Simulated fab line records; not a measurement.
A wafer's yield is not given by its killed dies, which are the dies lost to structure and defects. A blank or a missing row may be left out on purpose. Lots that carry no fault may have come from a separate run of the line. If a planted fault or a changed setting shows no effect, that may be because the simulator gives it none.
fab line records | flow sky130
record lots=6 wafers=18 last-day=50
route steps=708 shown VIA4@650 METAL5@661 PAD_OPEN@708
lots untouched by any fault: they come from a run of this same line in which no faults occurred
start-h: start of the lot's first displayed wafer, in hours after the record's first day | wait-h: hours from the lot's prior step to this one | " repeats the value in the row above | L1.1+2: one row covering several wafers at once | - either no value or no given start | * or withheld: withheld | < > ~ a bound
route shown NAME@n: a module of which the file shows steps, and the number in the route of the first | usual: mean/standard deviation of fault-free wafers | same: alike in all rows | chamber/n: place in a boat | sites: readings site by site | _std_site: how widely they spread, as a standard deviation | _edge_site: the outer-site mean with the inner-site mean subtracted | radius-mm: how far each site lies from the wafer's centre | mask NAME#n: copy n | behind: the tool/chamber that last shaped the wafer | hold: what put the lot on hold/how long, in hours/how the hold closed | device: transistor that didn't switch, given as n, p or np | end of line: tests of these same wafers at the route's end | a step with no rows: only its recipe | killed: dies lost to structure and defects at the first sort, not the wafer's yield | map: shows each die of a wafer: x if killed, . if not, _ if none is there
set.NAME: setting as actually run; set.NAME@STEP: the setting as run at that earlier step | model.NAME: the simulator's own value behind a step, which no gauge read
a table for each step, a row for each wafer; lots at some steps of the route
services: the hour from which a tool's chamber was out of use, counted from the record's first day as start-h (under 0 if before that day), plus the number of hours and why
## steps
# step SKY_VIA4_OVL_MEAS_11
# usual VIA4_OVL=-1.1/1.4
# columns lot.wafer tool chamber start-h wait-h VIA4_OVL[nm]
L675.1 overlay-01 - 1014.66 0.1 -2.4
L675.4 " - " " -1.2
L675.5 " - " " -1.9
L678.1 overlay-02 - 1036.51 0.1 -2.8
L678.3 " - " " -2.5
L678.6 " - " " -1.2
L683.3 overlay-02 - 1063.62 0.1 -2.2
L683.5 " - " " -2.6
L683.6 " - " " -3.0
L696.1 overlay-02 - 1132.83 0.1 0.0
L696.3 " - " " -0.6
L696.5 " - " " -0.5
L697.1 overlay-02 - 1137.26 0.1 -2.9
L697.4 " - " " -1.0
L697.6 " - " " -1.6
L698.2 overlay-01 - 1139.36 0.1 -1.0
L698.4 " - " " -2.0
L698.5 " - " " -2.0
# step SKY_VIA4_ETCH_12
# recipe target=SiO2 chemistry=C4F8/O2/Ar stop-on=TiN mask-material=NOVOLAK source-w=1500 bias-w=1153 pressure-mtorr=40 c4f8-flow-sccm=withheld O2_flow_sccm=6 Ar_flow_sccm=300 time-s=withheld target-depth-a=5800
# usual oes-product-au=0.926/0.0043
# columns lot.wafer tool chamber start-h wait-h oes-product-au
L675.1 rie-diel-03 0 1014.70 0.0 0.921
L675.4 " 1 " " 0.929
L675.5 " 0 " " 0.926
L678.1 rie-diel-04 3 1036.55 0.0 0.915
L678.3 " 0 " " 0.925
L678.6 " 2 " " 0.921
L683.3 rie-diel-02 3 1063.64 0.0 0.930
L683.5 " 1 " " 0.927
L683.6 " 2 " " 0.930
L696.1 rie-diel-02 3 1132.86 0.0 0.929
L696.3 " 1 " " 0.919
L696.5 " 0 " " 0.927
L697.1 rie-diel-03 0 1137.30 0.0 0.928
L697.4 " 3 " " 0.927
L697.6 " 0 " " 0.923
L698.2 rie-diel-04 1 1139.39 0.0 0.921
L698.4 " 0 " " 0.922
L698.5 " 3 " " 0.923
# step SKY_VIA4_STRIP_13
# recipe chemistry=O2/N2 power-w=1400 pressure-mtorr=1500 platen-temp-c=withheld o2-flow-sccm=3000 n2-flow-sccm=300 overash-fraction=0.5
# usual drypump-motor-current-A=5.6/0.52 oes-product-au=0.709/0.0045 strip-time-to-endpoint-s=12.81/0.032
# columns lot.wafer tool chamber start-h wait-h drypump-motor-current-A oes-product-au rf-hours-counter-h strip-time-to-endpoint-s
L675.1 plasma-asher-04 1 1014.77 - 4.8 0.710 55 12.77
L675.4 " 1 " " 4.8 0.709 - 12.80
L675.5 " 0 " " 6.3 0.703 - 12.79
L678.1 plasma-asher-02 0 1036.62 - 5.8 0.702 29 12.79
L678.3 " 0 " " 5.7 0.712 - 12.79
L678.6 " 1 " " 6.0 0.719 - 12.82
L683.3 plasma-asher-04 0 1063.75 - 6.2 0.711 - 12.81
L683.5 " 1 " " 4.8 0.711 - 12.79
L683.6 " 0 " " 6.2 0.706 - 12.79
L696.1 plasma-asher-03 0 1132.94 - 5.3 0.707 98 12.80
L696.3 " 1 " " 5.5 0.710 - 12.80
L696.5 " 1 " " 5.4 0.702 - 12.76
L697.1 plasma-asher-04 0 1137.37 - 6.2 0.715 67 12.84
L697.4 " 0 " " 6.2 0.711 - 12.80
L697.6 " 1 " " 4.8 0.712 - 12.80
L698.2 plasma-asher-04 0 1139.47 - 6.2 0.714 67 12.88
L698.4 " 1 " " 4.8 0.710 - 12.83
L698.5 " 1 " " 4.8 0.711 - 12.80
# step SKY_VIA4_STRIP_14
# recipe chemistry=post-etch-residue-remover time-s=1200 temp-c=72.5
# step SKY_VIA4_CLEAN_15
# recipe chemistry=IPA time-s=180 temp-c=25
# step SKY_VIA4_CLEAN_16
# recipe chemistry=O3/DIW dry=n2-spin
# step SKY_VIA4_SPUTTER_17
# recipe material=TiN target-thk-nm=20 chamber-pressure-pa=5 power-w=4000 time-s=80
# usual cathode-dc-power-W=4000.1/0.68 chamber-pressure-pa=5.000/0.01 throttle-valve-pct=29.8/1.3
# columns lot.wafer tool chamber start-h wait-h cathode-dc-power-W chamber-pressure-pa throttle-valve-pct
L675.1 pvd-sputter-01 - 1015.36 0.0 4000.7 5.000 30.2
L675.4 " - " " 4000.0 4.989 31.5
L675.5 " - " " 4000.4 4.978 29.5
L678.1 pvd-sputter-03 - 1037.23 0.0 3998.6 4.987 29.7
L678.3 " - " " 4000.6 5.003 29.4
L678.6 " - " " 4000.0 5.023 31.2
L683.3 pvd-sputter-03 - 1064.32 0.0 4000.0 5.008 31.1
L683.5 " - " " 3999.3 5.003 29.8
L683.6 " - " " 4000.7 5.007 30.8
L696.1 pvd-sputter-03 - 1133.56 0.0 3999.5 4.994 29.7
L696.3 " - " " 4001.2 5.002 29.7
L696.5 " - " " 3999.9 4.999 29.6
L697.1 pvd-sputter-02 - 1137.97 0.0 4000.3 4.997 30.5
L697.4 " - " " 4000.5 4.997 27.9
L697.6 " - " " 4000.0 5.003 30.4
L698.2 pvd-sputter-02 - 1140.06 0.0 4000.0 5.005 27.7
L698.4 " - " " 3999.6 4.994 30.9
L698.5 " - " " 4000.8 4.997 28.5
# step SKY_VIA4_CVD_18
# recipe material=W target-thk-nm=505 time-s=152.14 temp-c=400 pressure-torr=40
# usual chamber-pressure-Torr=39.98/0.091 heater-power-w=837/62
# columns lot.wafer tool chamber start-h wait-h chamber-pressure-Torr heater-power-w since-wet-clean-h
L675.1 cvd-w-01 0 1015.42 0.0 39.95 782 611
L675.4 " 1 " " 40.00 940 -
L675.5 " 0 " " 39.93 777 -
L678.1 cvd-w-02 1 1037.29 0.0 39.97 770 116
L678.3 " 0 " " 39.93 861 -
L678.6 " 1 " " 40.04 798 -
L683.3 cvd-w-01 0 1064.43 0.1 39.88 786 -
L683.5 " 1 " " 40.05 920 -
L683.6 " 0 " " 39.99 779 -
L696.1 cvd-w-01 0 1133.63 0.0 39.88 793 730
L696.3 " 0 " " 39.89 777 -
L696.5 " 1 " " 39.85 941 -
L697.1 cvd-w-02 1 1138.03 0.0 39.91 786 217
L697.4 " 1 " " 40.13 810 -
L697.6 " 0 " " 39.85 846 -
L698.2 cvd-w-01 1 1140.12 0.0 39.98 919 736
L698.4 " 0 " " 39.99 789 -
L698.5 " 1 " " 39.92 924 -
# step SKY_VIA4_RS_MEAS_19
# recipe thk-meas-gauge=four-point-probe reads=W_of_VIA4_CVD_18+TiN_of_VIA4_SPUTTER_17
# usual VIA4_W_RS=0.2269/0.0028
# columns lot.wafer tool chamber start-h wait-h VIA4_W_RS[ohm/sq]
L675.1 film-metro-01 - 1015.58 0.1 0.2307
L675.4 " - " " 0.2262
L675.5 " - " " 0.2299
L678.1 film-metro-01 - 1037.45 0.1 0.2292
L678.3 " - " " 0.2217
L678.6 " - " " 0.2239
L683.3 film-metro-02 - 1064.57 0.1 0.2308
L683.5 " - " " 0.2269
L683.6 " - " " 0.2326
L696.1 film-metro-01 - 1133.78 0.1 0.2304
L696.3 " - " " 0.2288
L696.5 " - " " 0.2268
L697.1 film-metro-02 - 1138.19 0.1 0.2295
L697.4 " - " " 0.2292
L697.6 " - " " 0.2244
L698.2 film-metro-02 - 1140.29 0.1 0.2296
L698.4 " - " " 0.2278
L698.5 " - " " 0.2255
# step SKY_VIA4_THK_MEAS_20
# recipe thk-meas-gauge=xrf reads=W_of_VIA4_CVD_18
# usual VIA4_W_THK=503/7.7
# columns lot.wafer tool chamber start-h wait-h VIA4_W_THK[nm]
L675.1 film-metro-01 - 1015.70 0.1 496
L675.4 " - " " 508
L675.5 " - " " 500
L678.1 film-metro-01 - 1037.57 0.1 503
L678.3 " - " " 517
L678.6 " - " " 513
L683.3 film-metro-02 - 1064.67 0.1 498
L683.5 " - " " 508
L683.6 " - " " 495
L696.1 film-metro-01 - 1133.90 0.1 502
L696.3 " - " " 502
L696.5 " - " " 505
L697.1 film-metro-02 - 1138.31 0.1 499
L697.4 " - " " 497
L697.6 " - " " 507
L698.2 film-metro-02 - 1140.40 0.1 500
L698.4 " - " " 502
L698.5 " - " " 507
# step SKY_VIA4_CMP_21
# recipe stop-on=SiO2 t-overpolish-s=25 down-force-psi=3.5 platen-rpm=60 target-thk-nm=0 pad-velocity-m-s=0.94248
# step SKY_METAL5_SPUTTER_00
# recipe material=Ti target-thk-nm=15 power-w=3000 time-s=10 chamber-pressure-pa=0.4
# step SKY_METAL5_SPUTTER_01
# recipe material=TiN target-thk-nm=20 power-w=6500 time-s=16.7 chamber-pressure-pa=0.4
# usual cathode-dc-power-W=6500.0/1.3 chamber-pressure-pa=0.3999/0.00078 throttle-valve-pct=30.5/0.73
# columns lot.wafer tool chamber start-h wait-h cathode-dc-power-W chamber-pressure-pa throttle-valve-pct
L675.1 pvd-sputter-01 - 1016.10 0.0 6500.1 0.4006 31.7
L675.4 " - " " 6499.9 0.4007 30.3
L675.5 " - " " 6499.5 0.4001 29.8
L678.1 pvd-sputter-04 - 1037.95 0.0 6498.1 0.3994 31.3
L678.3 " - " " 6500.3 0.4003 30.7
L678.6 " - " " 6501.0 0.4005 30.8
L683.3 pvd-sputter-03 - 1065.03 0.0 6500.8 0.3992 29.6
L683.5 " - " " 6500.8 0.3981 29.8
L683.6 " - " " 6500.3 0.4004 29.6
L696.1 pvd-sputter-04 - 1134.28 0.0 - - -
L696.3 " - " " - - -
L696.5 " - " " - - -
L697.1 pvd-sputter-01 - 1138.69 0.0 - - -
L697.4 " - " " - - -
L697.6 " - " " - - -
L698.2 pvd-sputter-01 - 1141.15 0.0 6500.1 0.4001 30.2
L698.4 " - " " 6502.5 0.3998 30.2
L698.5 " - " " 6498.1 0.4003 31.6
# step SKY_METAL5_SPUTTER_02
# recipe material=AlCu target-thk-nm=1150 power-w=10600 time-s=61.2 chamber-pressure-pa=0.4
# usual cathode-dc-power-W=10600/1.9 chamber-pressure-pa=0.4001/0.00079 throttle-valve-pct=30.5/0.72
# columns lot.wafer tool chamber start-h wait-h cathode-dc-power-W chamber-pressure-pa throttle-valve-pct
L675.1 pvd-sputter-01 - 1016.13 0.0 10599 0.4009 31.8
L675.4 " - " " 10602 0.3998 30.2
L675.5 " - " " 10599 0.3995 29.5
L678.1 pvd-sputter-04 - 1037.97 0.0 10600 0.4015 31.6
L678.3 " - " " 10598 0.4005 31.0
L678.6 " - " " 10598 0.3998 30.9
L683.3 pvd-sputter-03 - 1065.06 0.0 10599 0.4018 29.5
L683.5 " - " " 10602 0.3999 29.7
L683.6 " - " " 10600 0.3996 29.7
L696.1 pvd-sputter-04 - 1134.31 0.0 10599 0.4010 30.9
L696.3 " - " " 10601 0.3996 30.2
L696.5 " - " " 10599 0.4006 31.4
L697.1 pvd-sputter-01 - 1138.71 0.0 10599 0.4000 30.6
L697.4 " - " " 10605 0.3996 30.5
L697.6 " - " " 10597 0.4001 31.5
L698.2 pvd-sputter-01 - 1141.18 0.0 10598 0.3999 30.6
L698.4 " - " " 10602 0.4003 30.1
L698.5 " - " " 10600 0.4003 31.8
# step SKY_PAD_OPEN_PROBE_99
# usual defect-limited-yield=82.6/1.9 killed_at_M0_to_M3=43/7.1 killed_at_M4_up=3.0/1.6 killed-at-contacts=24/5.3 killed-at-front-end=16/4.1 killed-at-other=0.5/0.82 killed-dies=86/9.4 killed-open=46/6.9 killed-short=39/6.5 sort_bin_3_pad_short=0.9/0.45 sort_bin_5_function=10.3/1.5 sort_bin_6_memory=6.2/1.1 sort-n-pass=406/9.4 sort-yield-pct=82.6/1.9
# same gross-dies=492 killed-at-back-side=0 sort_bin_4_leakage[%]=0 sort_bin_8_speed[%]=0
# columns lot.wafer tool chamber start-h wait-h defect-limited-yield[%] killed_at_M0_to_M3 killed_at_M4_up killed-at-contacts killed-at-front-end killed-at-other killed-dies killed-open killed-short sort_bin_3_pad_short[%] sort_bin_5_function[%] sort_bin_6_memory[%] sort-n-pass sort-yield-pct[%] model.etest.via4-chain.rc-ohm model.etest.met5.rs-ohm-sq model.etest.met5.line-ohm-um
L675.1 prober-01 - 1086.21 0.1 80.3 43 3 30 21 0 97 52 45 1.0 11.8 6.9 395 80.3 0.8122 0.02704 0.01683
L675.4 prober-01 - 1086.36 0.2 82.5 34 1 33 18 0 86 44 42 1.0 9.8 6.7 406 82.5 0.8157 0.02743 0.01704
L675.5 prober-01 - 1086.41 0.2 83.1 42 3 23 14 1 83 46 35 1.8 9.3 5.7 409 83.1 0.7909 0.0274 0.017
L678.1 prober-01 - 1106.52 0.1 82.3 45 3 23 16 0 87 44 43 0.4 11.6 5.7 405 82.3 0.8068 0.02687 0.01692
L678.3 prober-01 - 1106.62 0.2 85.2 32 3 20 18 0 73 37 36 1.0 8.1 5.7 419 85.2 0.8251 0.02668 0.01676
L678.6 prober-01 - 1106.77 0.2 83.3 41 4 20 16 1 82 41 41 0.4 8.1 8.1 410 83.3 0.7955 0.02687 0.01689
L683.3 prober-02 - 1130.04 0.2 83.9 40 5 22 12 0 79 46 32 0.8 10.4 4.9 413 83.9 0.7966 0.02736 0.01718
L683.5 prober-02 - 1130.14 0.2 83.3 45 2 17 18 0 82 38 44 1.0 10.0 5.7 410 83.3 0.8051 0.02698 0.01692
L683.6 prober-02 - 1130.19 0.2 83.7 42 2 20 15 1 80 31 48 1.2 8.9 6.1 412 83.7 0.7891 0.02693 0.0169
L696.1 prober-02 - 1189.92 0.1 81.9 42 1 25 20 1 89 44 45 1.8 10.4 5.9 403 81.9 0.766 0.02748 0.01718
L696.3 prober-02 - 1190.02 0.2 80.9 41 3 29 20 1 94 53 41 0.6 12.0 6.5 398 80.9 0.7852 0.02768 0.01721
L696.5 prober-02 - 1190.12 0.2 82.9 40 2 20 22 0 84 36 48 1.6 10.4 5.1 408 82.9 0.7502 0.02755 0.01722
L697.1 prober-02 - 1193.81 0.1 83.5 40 1 24 16 0 81 44 35 0.4 11.6 4.5 411 83.5 0.7435 0.02817 0.0176
L697.4 prober-02 - 1193.96 0.2 81.3 45 3 29 14 1 92 50 42 1.2 10.8 6.7 400 81.3 0.7675 0.02797 0.01747
L697.6 prober-02 - 1194.06 0.2 84.6 36 2 29 9 0 76 49 27 0.4 9.6 5.5 416 84.6 0.7904 0.02787 0.0174
L698.2 prober-01 - 1196.19 0.1 82.9 45 3 16 20 0 84 43 40 1.0 11.6 4.5 408 82.9 0.7724 0.02699 0.01678
L698.4 prober-01 - 1196.29 0.2 81.9 48 5 22 13 1 89 41 47 0.6 11.2 6.3 403 81.9 0.8084 0.02705 0.01688
L698.5 prober-01 - 1196.34 0.2 81.9 44 7 27 10 1 89 55 33 1.4 9.3 7.3 403 81.9 0.793 0.02688 0.01674
# killed by level:class
L675.1 VIA1:geometric-particle:open=14 CONTACT:geometric-particle:short=9 LI_CONTACT:geometric-particle:open=7 METAL1:geometric-particle:short=7 FIELD_ISO:geometric-particle:short=6 CONTACT:geometric-particle:open=6 VIA2:geometric-particle:open=5 VIA3:geometric-particle:open=5
L675.4 CONTACT:geometric-particle:open=10 LOCAL_INTERCONNECT:geometric-particle:short=9 LI_CONTACT:geometric-particle:open=8 VIA1:geometric-particle:open=7 POLY_GATE:geometric-particle:short=5 VIA3:geometric-particle:open=5 METAL2:geometric-particle:short=5 FIELD_ISO:geometric-particle:open=4
L675.5 VIA1:geometric-particle:open=13 LI_CONTACT:geometric-particle:open=9 VIA2:geometric-particle:open=7 METAL1:geometric-particle:short=6 LOCAL_INTERCONNECT:geometric-particle:short=5 VIA3:geometric-particle:open=5 POLY_GATE:geometric-particle:open=4 POLY_GATE:geometric-particle:short=4
L678.1 VIA3:geometric-particle:open=9 LI_CONTACT:geometric-particle:open=7 FIELD_ISO:geometric-particle:open=6 LOCAL_INTERCONNECT:geometric-particle:short=6 VIA1:geometric-particle:open=6 METAL2:geometric-particle:short=6 FIELD_ISO:geometric-particle:short=5 VIA1:geometric-particle:short=5
L678.3 CONTACT:geometric-particle:open=8 FIELD_ISO:geometric-particle:open=6 LI_CONTACT:geometric-particle:open=6 FIELD_ISO:geometric-particle:short=5 METAL2:geometric-particle:short=5 VIA1:geometric-particle:open=4 VIA3:geometric-particle:open=4 POLY_GATE:geometric-particle:short=3
L678.6 POLY_GATE:geometric-particle:open=7 CONTACT:geometric-particle:open=7 VIA1:geometric-particle:open=7 VIA2:geometric-particle:open=6 LOCAL_INTERCONNECT:geometric-particle:short=5 VIA3:geometric-particle:short=5 METAL2:geometric-particle:short=4 CONTACT:geometric-particle:short=4
L683.3 CONTACT:geometric-particle:open=8 VIA1:geometric-particle:open=8 METAL2:geometric-particle:short=7 CONTACT:geometric-particle:short=6 VIA3:geometric-particle:open=6 LI_CONTACT:geometric-particle:open=4 METAL1:geometric-particle:short=4 METAL2:geometric-particle:open=4
L683.5 VIA3:geometric-particle:open=9 VIA1:geometric-particle:open=7 METAL1:geometric-particle:short=7 FIELD_ISO:geometric-particle:open=6 VIA3:geometric-particle:short=6 FIELD_ISO:geometric-particle:short=5 POLY_GATE:geometric-particle:short=5 LI_CONTACT:geometric-particle:open=5
L683.6 VIA1:geometric-particle:open=10 POLY_GATE:geometric-particle:short=9 METAL1:geometric-particle:short=8 LOCAL_INTERCONNECT:geometric-particle:short=6 METAL2:geometric-particle:short=6 VIA1:geometric-particle:short=5 LI_CONTACT:geometric-particle:open=4 VIA2:geometric-particle:open=4
L696.1 VIA1:geometric-particle:open=12 CONTACT:geometric-particle:open=9 POLY_GATE:geometric-particle:short=8 CONTACT:geometric-particle:short=7 VIA2:geometric-particle:open=7 FIELD_ISO:geometric-particle:short=5 LOCAL_INTERCONNECT:geometric-particle:short=4 METAL1:geometric-particle:short=4
L696.3 CONTACT:geometric-particle:open=11 VIA1:geometric-particle:open=9 METAL2:geometric-particle:short=7 FIELD_ISO:geometric-particle:open=6 POLY_GATE:geometric-particle:open=6 CONTACT:geometric-particle:short=6 VIA3:geometric-particle:open=6 LI_CONTACT:geometric-particle:open=5
L696.5 POLY_GATE:geometric-particle:short=10 CONTACT:geometric-particle:open=7 VIA2:geometric-particle:open=6 METAL2:geometric-particle:short=6 VIA1:geometric-particle:open=6 CONTACT:geometric-particle:short=5 VIA2:geometric-particle:short=5 FIELD_ISO:geometric-particle:short=4
L697.1 VIA2:geometric-particle:open=9 VIA1:geometric-particle:open=8 CONTACT:geometric-particle:open=7 VIA1:geometric-particle:short=7 VIA3:geometric-particle:open=7 CONTACT:geometric-particle:short=6 LOCAL_INTERCONNECT:geometric-particle:short=4 FIELD_ISO:geometric-particle:short=4
L697.4 CONTACT:geometric-particle:open=14 VIA1:geometric-particle:open=12 CONTACT:geometric-particle:short=7 METAL2:geometric-particle:short=7 FIELD_ISO:geometric-particle:open=6 METAL1:geometric-particle:short=6 VIA3:geometric-particle:open=5 VIA2:geometric-particle:open=4
L697.6 CONTACT:geometric-particle:open=14 VIA1:geometric-particle:open=7 VIA2:geometric-particle:open=7 VIA3:geometric-particle:open=5 LI_CONTACT:geometric-particle:open=5 POLY_GATE:geometric-particle:short=4 FIELD_ISO:geometric-particle:short=3 METAL1:geometric-particle:open=3
L698.2 FIELD_ISO:geometric-particle:open=9 VIA1:geometric-particle:open=9 CONTACT:geometric-particle:open=7 METAL2:geometric-particle:short=7 FIELD_ISO:geometric-particle:short=6 VIA3:geometric-particle:short=6 VIA3:geometric-particle:open=5 CONTACT:geometric-particle:short=4
L698.4 VIA1:geometric-particle:short=11 LI_CONTACT:geometric-particle:open=9 VIA1:geometric-particle:open=7 METAL2:geometric-particle:short=7 VIA2:geometric-particle:open=7 VIA3:geometric-particle:open=7 CONTACT:geometric-particle:open=5 FIELD_ISO:geometric-particle:open=4
L698.5 VIA1:geometric-particle:open=14 LI_CONTACT:geometric-particle:open=10 CONTACT:geometric-particle:open=10 METAL1:geometric-particle:short=7 METAL4:geometric-particle:short=7 VIA2:geometric-particle:open=6 METAL2:geometric-particle:short=5 FIELD_ISO:geometric-particle:open=3
## services
# columns tool chamber start-h hours kind
rie-diel-02 1 1000.94 13.5 repair
rie-diel-03 0 1002.15 3.8 repair
pvd-sputter-04 3 1005.55 - consumable-replace:kit
pvd-sputter-04 3 1005.55 18.0 scheduled-down
pvd-sputter-04 3 1005.55 18.0 vent-cycle
rie-diel-02 0 1006.09 4.9 repair
pvd-sputter-03 - 1013.09 3.5 repair
pvd-sputter-02 2 1033.90 - consumable-replace:kit
pvd-sputter-02 2 1033.90 18.0 scheduled-down
cvd-w-01 - 1038.93 6.0 pm
cvd-w-02 0 1058.14 11.7 repair
rie-diel-03 3 1070.67 4.6 repair
pvd-sputter-03 3 1082.38 - consumable-replace:kit
pvd-sputter-03 3 1082.38 18.0 scheduled-down
pvd-sputter-03 3 1082.38 18.0 vent-cycle
cvd-w-01 0 1082.95 4.3 repair
pvd-sputter-04 2 1109.23 - consumable-replace:kit
pvd-sputter-04 2 1109.23 18.0 scheduled-down
pvd-sputter-04 2 1109.23 18.0 vent-cycle
pvd-sputter-04 - 1122.43 0.6 repair
pvd-sputter-01 - 1133.79 1.3 repair
pvd-sputter-01 3 1140.19 - consumable-replace:kit
pvd-sputter-01 3 1140.19 18.0 scheduled-down
pvd-sputter-01 3 1140.19 18.0 vent-cycle
## key
first-sign step=SKY_METAL5_SPUTTER_01 reading=tool-record direction=missing
effect none on later readings
model-effect step=SKY_PAD_OPEN_PROBE_99 value=etest.via4-chain.rc-ohm without=0.8007 struck=0.7671
met-at SKY_METAL5_SPUTTER_01
struck-wafers L696.1,L696.3,L696.5,L697.1,L697.4,L697.6
onset-between 1037.95 1134.28
fault kind=skipped-step-whole tool=pvd-sputter-01,pvd-sputter-04 chamber=- onset-h=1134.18 steps=SKY_METAL5_SPUTTER_01 scope=struck-lots-only
